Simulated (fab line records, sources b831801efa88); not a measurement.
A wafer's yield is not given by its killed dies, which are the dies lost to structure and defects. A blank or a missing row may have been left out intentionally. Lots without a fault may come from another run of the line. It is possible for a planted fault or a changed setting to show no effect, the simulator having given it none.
Chamber matching ; flow sky130 ; pecvd-01 running SKY_CAPM_CVD_00: 3 sister chambers
The step deposits SiO2, target thk 15.5 nm. 3 wafers are shown with their chamber, then 7 later ones without.

== WAFERS PAIRED WITH THEIR CHAMBERS ==
wafer;chamber;heater power w (W)
L694.3;2;717
L695.1;1;631
L695.4;0;808

== WAFERS WHOSE CHAMBER IS MISSING ==
wafer;heater power w (W)
L695.5;651
L696.2;719
L696.5;744
L696.6;794
L697.3;726
L697.4;761
L697.5;753

== WHICH CHAMBER EACH ONE RAN IN ==
wafer;from the rows above;in truth
L695.5;can't be placed: 1 or 2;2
L696.2;2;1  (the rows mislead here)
L696.5;can't be placed: 2 or 0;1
L696.6;0;0
L697.3;2;2
L697.4;can't be placed: 2 or 0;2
L697.5;can't be placed: 2 or 0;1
2 of 7 placed correctly. Unplaceable from these rows: 4, with the true chamber sitting among the candidates in 2. Number placed wrongly: 1.
How it was worked out, from the rows above alone: a wafer's distance from a chamber is the root of the sum, over the readings, of the square of ((its reading less the chamber's mean) divided by the reading's scatter). The wafer belongs to the nearest chamber; if the next one is less than 2 further off, it can't be placed. The mean given for a chamber averages the wafers shown for that chamber. The scatter: root of mean squared gap, hidden wafer to nearest shown wafer, with one shown wafer a chamber.
